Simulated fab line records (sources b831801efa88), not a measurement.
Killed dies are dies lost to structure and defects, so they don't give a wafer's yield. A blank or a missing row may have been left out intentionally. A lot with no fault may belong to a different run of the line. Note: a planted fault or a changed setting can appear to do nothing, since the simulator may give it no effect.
Comparing a struck lot with a sound one | flow sky130 | 15 steps out of a route of 708
Sound: the wafers L119.4, L119.5, L119.6. Struck: wafer L107.5; the same lot's L107.3 was not struck, so it is left out; see the end for the cause.
For every step that has rows: the tool of each side, followed by ch and its chambers, followed by its first start. Under that, the readings that differ: sound wafers | struck wafers | difference of the means | sigmas: that difference in standard deviations of wafers without a fault.
alike: a reading whose means differ by less than 2 such deviations, as well as words and numbers matching on both sides. not compared: withheld readings; readings where some wafer has no value; bounds like >300 that might hide an equal value; numbers whose values overlap and for which the record gives no deviation.
Wherever a step has rows on one side only, a row that says differs or no value, or a row with sigmas, the two part there. Numbers that have no deviation but don't overlap get no sigmas and don't part them. Lack of a reading on every wafer of one side parts them only where that side has two or more wafers.

SKY_VIA1_OVL_MEAS_13:
  sound: overlay-01 at day 39 19:17; struck: overlay-02 at day 35 20:42
  alike: VIA1_OVL
SKY_VIA1_ETCH_14: etches BARC in N2/H2, stops on SiO2, time 45.9 s, target depth 60 nm.
  sound on rie-diel-01 ch 0,2,3, day 39 19:18; struck on rie-diel-03 ch 3, day 35 20:44
  alike: bias-w, drypump-motor-current-A, oes-product-au, throttle-valve-pct
  not compared: rf-hours-counter-h
then, 1 step without rows for these wafers: SKY_VIA1_ETCH_15 (etches SiO2 in C4F8/O2/Ar, stops on TiN, target depth 351 nm, time 54 s).
SKY_VIA1_STRIP_16: strips in O2/N2.
  sound on plasma-asher-02 ch 0,1, day 39 19:25; struck on plasma-asher-01 ch 1, day 35 20:51
  alike: drypump-motor-current-A, oes-product-au, strip-time-to-endpoint-s
  not compared: rf-hours-counter-h
then, 3 steps without rows for these wafers: SKY_VIA1_STRIP_17 (strips in post etch residue remover, time 1200 s); SKY_VIA1_CLEAN_18 (cleans in IPA, time 180 s); SKY_VIA1_CLEAN_19 (cleans in O3/DIW).
SKY_VIA1_SPUTTER_20: material TiN, target thk 20 nm, time 80 s.
  sound: pvd-sputter-03 at day 39 20:01; struck: pvd-sputter-02 at day 35 21:25
  reading                | sound          | struck | difference | sigmas
  throttle-valve-pct (%) | 30.3 32.3 32.1 | 29.0   | -2.6       | -2
  alike: cathode-dc-power-W
SKY_VIA1_CVD_21: deposits W, target thk 270 nm, time 80.902 s.
  sound on cvd-w-02 ch 0,1, day 39 20:04; struck on cvd-w-01 ch 1, day 35 21:31
  alike: heater-power-w, susceptor-temp-C
SKY_VIA1_RS_MEAS_22: uses a four-point probe to measure.
  sound: film-metro-01 at day 39 20:11; struck: film-metro-01 at day 35 21:37
  alike: VIA1_W_RS
SKY_VIA1_THK_MEAS_23: measures by xrf.
  sound: film-metro-01 at day 39 20:17; struck: film-metro-01 at day 35 21:43
  alike: VIA1_W_THK
then, 1 step without rows for these wafers: SKY_VIA1_CMP_24 (polishes, stops on SiO2, t overpolish 15 s, target thk 0 nm).
SKY_METAL2_SPUTTER_00: material Ti, target thk 15 nm, time 10 s.
  sound: pvd-sputter-02 at day 39 20:44; struck: pvd-sputter-02 at day 35 22:03
  reading                                   | sound             | struck | difference | sigmas
  model.Ti_of_METAL2_SPUTTER_00.thk-nm (nm) | 14.96 14.93 14.95 | 12.77  | -2.18      |
  alike: cathode-dc-power-W, throttle-valve-pct
SKY_METAL2_SPUTTER_01: material TiN, target thk 20 nm, time 16.7 s.
  sound: pvd-sputter-02 at day 39 20:46; struck: pvd-sputter-02 at day 35 22:04
  alike: cathode-dc-power-W, throttle-valve-pct
-- the record jumps here: 11 days lie between the struck wafers' starts before and after (it left off in module METAL2 and takes up again in module PAD_OPEN, whose first step shown is number 708 of the route) --
SKY_PAD_OPEN_PROBE_99:
  only the struck wafers here have rows in the record (prober-01, day 47 08:14); the sound ones have none

== WHERE THEY PART ==
Earliest at SKY_VIA1_SPUTTER_20; latest, in this record, at SKY_PAD_OPEN_PROBE_99.

WHY: what the simulator had put in
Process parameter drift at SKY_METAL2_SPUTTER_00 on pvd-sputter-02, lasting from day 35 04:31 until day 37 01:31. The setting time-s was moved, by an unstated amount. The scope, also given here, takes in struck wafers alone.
